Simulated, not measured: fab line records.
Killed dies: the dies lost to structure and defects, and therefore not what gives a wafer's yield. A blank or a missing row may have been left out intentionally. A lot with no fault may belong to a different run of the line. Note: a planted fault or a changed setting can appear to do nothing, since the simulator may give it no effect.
A lot that was struck, set against a sound lot | flow sfq-line | 15 steps out of a route of 325
Sound: wafers L143.1, L143.2, L143.4. The struck wafers were L151.1, L151.3, L151.5. Last of all comes the cause.
Order at every step that has rows: each side's tool, ch and its chambers, its first start. Under that, the readings that differ: sound wafers | struck wafers | difference of the means | sigmas: that difference in standard deviations of wafers without a fault.
alike: a reading whose means differ by less than 2 such deviations, as well as words and numbers matching on both sides. not compared: withheld readings; readings where some wafer has no value; bounds like >300 that might hide an equal value; numbers whose values overlap and for which the record gives no deviation.
A row with sigmas, a row that says differs or no value, or rows on one side alone: a step with any of these is where the two part. When numbers do not overlap yet have no deviation, they are printed without sigmas and do not part them. A reading missing from all wafers of one side parts the sides only when that side holds two or more wafers.

first, 1 step without rows for these wafers: SFQ_TRILAYER_M7_STRIP_SOLV_CLEAN_182 (cleans in NMP, time 600 s).
SFQ_TRILAYER_I7_DEP_PECVD_183: deposits SiO2 from SiH4/N2O, time 111.11 s, target thk 500 nm.
  sound on pecvd-03 ch 1,2, day 78 20:10; struck on pecvd-03 ch 0,1,2, day 83 23:04
  alike: heater-power-w, throttle-valve-pct
SFQ_TRILAYER_I7_CMP_CMP_184: polishes SiO2.
  sound on cmp-01 ch 0,2,3, day 78 20:15; struck on cmp-02 ch 1,2,3, day 83 23:39
  alike: motor-current-A, time-to-endpoint-s
SFQ_I7_BOW_MEAS_946:
  struck on film-metro-01, day 84 02:09; sound on film-metro-02, day 78 23:15
  alike: I7_BOW
SFQ_TRILAYER_I7_METRO_MEASURE_185:
  struck on film-metro-01, day 84 02:16; sound on film-metro-02, day 78 23:22
  reading     | sound             | struck            | difference | sigmas
  thk-nm (nm) | 201.0 200.8 201.3 | 198.3 198.7 198.8 | -2.4       | -3
then, 6 steps without rows for these wafers: SFQ_TRILAYER_I7_VIA_LITHO_COAT_192 (resist thk 62 nm); SFQ_TRILAYER_I7_VIA_LITHO_COAT_187 (resist thk 650 nm); SFQ_TRILAYER_I7_VIA_LITHO_SOFTBAKE_191; SFQ_TRILAYER_I7_VIA_LITHO_EXPOSE_188 (exposes mask I7, target cd 1000 nm); SFQ_TRILAYER_I7_VIA_LITHO_PEB_190 (peb time 60 s); SFQ_TRILAYER_I7_VIA_LITHO_DEVELOP_189 (time 60 s).
SFQ_I7_OVL_MEAS_947:
  struck on overlay-02, day 84 13:28; sound on overlay-01, day 79 02:49
  alike: I7_OVL
SFQ_TRILAYER_I7_VIA_BARC_OPEN_VIA_ETCH_260: etches BARC in O2, target depth 125 nm, time 41.7 s.
  sound on rie-diel-01 ch 0,2,3, day 79 02:51; struck on rie-diel-03 ch 0,3, day 84 13:31
  reading                                                 | sound             | struck            | difference | sigmas
  oes-product-au (a.u.)                                   | 0.686 0.682 0.684 | 0.812 0.816 0.814 | +0.130     | +30
  run-length-s (s)                                        | 70.1 70.2 69.8    | 60.8 59.6 59.8    | -10.0      | -21
  time-s (s)                                              | 41.7 41.7 41.7    | 29.19 29.19 29.19 | -12.51     |
  model.KrF_of_TRILAYER_I7_VIA_LITHO_COAT_187.thk-nm (nm) | 576.4 571.9 573.6 | 585.6 586.1 587.3 | +12.4      |
  alike: drypump-motor-current-A
  not compared: rf-hours-counter-h
SFQ_TRILAYER_I7_VIA_ETCH_VIA_ETCH_190: etches SiO2 in CHF3, stops on Nb, target depth 260 nm.
  sound on rie-diel-01 ch 0,2,3, day 79 02:53; struck on rie-diel-03 ch 0,3, day 84 13:33
  reading                                                 | sound             | struck            | difference | sigmas
  model.KrF_of_TRILAYER_I7_VIA_LITHO_COAT_187.thk-nm (nm) | 531.8 526.8 528.5 | 541.6 541.7 542.9 | +13.0      |
  alike: drypump-motor-current-A, oes-product-au
SFQ_TRILAYER_I7_VIA_STRIP_STRIP_191: strips in O2.
  sound on rie-metal-02 ch 0,1, day 79 03:01; struck on rie-metal-02 ch 0, day 84 13:40
  alike: drypump-motor-current-A, he-backside-leak-sccm, oes-product-au
  not compared: rf-hours-counter-h

## WHERE THEY PART
At SFQ_TRILAYER_I7_METRO_MEASURE_185 first; at SFQ_TRILAYER_I7_VIA_BARC_OPEN_VIA_ETCH_260 last (within this record only). Later steps at which nothing parts them and some readings are alike: SFQ_TRILAYER_I7_VIA_ETCH_VIA_ETCH_190, SFQ_TRILAYER_I7_VIA_STRIP_STRIP_191.

WHY: whatever the simulator had introduced
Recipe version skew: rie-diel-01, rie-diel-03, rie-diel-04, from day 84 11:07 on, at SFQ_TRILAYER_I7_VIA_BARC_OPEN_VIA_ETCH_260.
